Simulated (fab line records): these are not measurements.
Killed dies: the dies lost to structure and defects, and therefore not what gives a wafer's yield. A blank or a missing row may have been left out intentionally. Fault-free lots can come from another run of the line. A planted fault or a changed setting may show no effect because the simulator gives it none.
Struck lot and sound lot, side by side ; flow sfq-line ; 18 steps out of a route of 325
Sound: wafers L731.3, L731.4, L731.5. Struck: wafer L745.6. (L745.3, L745.5 of the same lot were not struck and are left out.) The cause comes at the end.
Per side, at each step with rows, come the tool, then ch with its chambers, and then its first start. Under that, the readings that differ: sound wafers ; struck wafers ; difference of the means ; sigmas: that difference in standard deviations of wafers without a fault.
alike: readings whose means differ by less than 2 such deviations, and words and numbers that are the same on both sides. not compared: withheld readings, readings that some wafer has no value for, bounds like >300 that may hide the same value, and numbers for which the record gives no deviation and whose values overlap.
The two part at a step that has a row with sigmas, a row that says differs or no value, or rows on one side only. When numbers do not overlap yet have no deviation, they are printed without sigmas and do not part them. A reading missing from all wafers of one side parts the sides only when that side holds two or more wafers.

SFQ_TRILAYER_M4_BARC_OPEN_METAL_ETCH_123: etches BARC in O2, target depth 125 nm, time 41.7 s.
  sound on rie-metal-01 ch 0, day 43 06:11; struck on rie-metal-03 ch 1, day 48 05:01
  alike: chamber-pressure-mTorr, drypump-motor-current-A, oes-product-au
  not compared: rf-hours-counter-h
SFQ_TRILAYER_M4_ETCH_METAL_ETCH_096: etches Nb in Cl2/Ar, stops on SiO2, target depth 240 nm, time 120 s.
  sound on rie-metal-01 ch 0, day 43 06:22; struck on rie-metal-03 ch 1, day 48 05:05
reading;sound;struck;difference;sigmas
drypump-motor-current-A (A);5.8 5.9 5.9;4.9;-1.0;-2
oes-product-au (a.u.);0.886 0.887 0.885;0.904;+0.018;+2
  alike: chamber-pressure-mTorr
  not compared: rf-hours-counter-h
then, 2 steps without rows for these wafers: SFQ_TRILAYER_M4_STRIP_STRIP_097 (strips in O2); SFQ_TRILAYER_M4_STRIP_SOLV_CLEAN_098 (cleans in NMP, time 600 s).
SFQ_TRILAYER_I4_DEP_PECVD_099: deposits SiO2 from SiH4/N2O, time 111.11 s, target thk 500 nm.
  sound on pecvd-03 ch 0,1, day 43 07:54; struck on pecvd-02 ch 2, day 48 05:57
  alike: heater-power-w, throttle-valve-pct
SFQ_TRILAYER_I4_CMP_CMP_100: polishes SiO2.
  sound on cmp-01 ch 0,3, day 43 07:59; struck on cmp-01 ch 0, day 49 00:45
  alike: motor-current-A, slurry-flow-ml-min, time-to-endpoint-s
SFQ_I4_BOW_MEAS_927:
  struck on film-metro-03, day 49 01:47; sound on film-metro-02, day 43 11:01
  alike: I4_BOW
SFQ_TRILAYER_I4_METRO_MEASURE_101:
  struck on film-metro-03, day 49 02:16; sound on film-metro-02, day 43 11:30
  alike: thk-nm
then, 4 steps without rows for these wafers: SFQ_TRILAYER_I4_VIA_LITHO_COAT_108 (resist thk 62 nm); SFQ_TRILAYER_I4_VIA_LITHO_COAT_103 (resist thk 650 nm); SFQ_TRILAYER_I4_VIA_LITHO_SOFTBAKE_107; SFQ_TRILAYER_I4_VIA_LITHO_EXPOSE_104 (exposes mask I4, target cd 700 nm).
-- the record jumps here: 6 days lie between the struck wafers' starts before and after --
SFQ_TRILAYER_I4_VIA_LITHO_PEB_106: peb time 60 s.
  sound on litho-track-01 ch 0, day 43 14:18; struck on litho-track-01 ch 0, day 54 14:32
reading;sound;struck;difference;sigmas
heater-power-total-W (W);79.15 79.10 79.16;80.61;+1.47;+23
  alike: resist-line-temp-C
then, 1 step without rows for these wafers: SFQ_TRILAYER_I4_VIA_LITHO_DEVELOP_105 (time 60 s).
SFQ_I4_OVL_MEAS_928:
  struck on overlay-02, day 54 14:47; sound on overlay-02, day 43 14:34
reading;sound;struck;difference;sigmas
I4_OVL (nm);5 3 9;-9;-15;-3
SFQ_TRILAYER_I4_VIA_BARC_OPEN_VIA_ETCH_146: etches BARC in O2, target depth 125 nm, time 41.7 s.
  sound on rie-diel-01 ch 0,1,2, day 43 14:35; struck on rie-diel-03 ch 0, day 54 14:49
reading;sound;struck;difference;sigmas
model.I4.cd-nm (nm);703.5 701.9 702.4;695.4;-7.2;
  alike: chamber-pressure-mTorr, drypump-motor-current-A, oes-product-au
  not compared: rf-hours-counter-h
SFQ_TRILAYER_I4_VIA_ETCH_VIA_ETCH_106: etches SiO2 in CHF3, stops on Nb, target depth 260 nm.
  sound on rie-diel-01 ch 0,1,2, day 43 14:37; struck on rie-diel-03 ch 0, day 54 14:51
reading;sound;struck;difference;sigmas
model.I4.cd-nm (nm);704.2 699.4 703.7;695.7;-6.7;
  alike: chamber-pressure-mTorr, drypump-motor-current-A, oes-product-au
then, 1 step without rows for these wafers: SFQ_TRILAYER_I4_VIA_STRIP_STRIP_107 (strips in O2).

== WHERE THEY PART ==
First at SFQ_TRILAYER_M4_ETCH_METAL_ETCH_096; last, within this record, at SFQ_I4_OVL_MEAS_928. Later steps at which nothing parts them and some readings are alike: SFQ_TRILAYER_I4_VIA_BARC_OPEN_VIA_ETCH_146, SFQ_TRILAYER_I4_VIA_ETCH_VIA_ETCH_106.

WHY: what had been put in by the simulator
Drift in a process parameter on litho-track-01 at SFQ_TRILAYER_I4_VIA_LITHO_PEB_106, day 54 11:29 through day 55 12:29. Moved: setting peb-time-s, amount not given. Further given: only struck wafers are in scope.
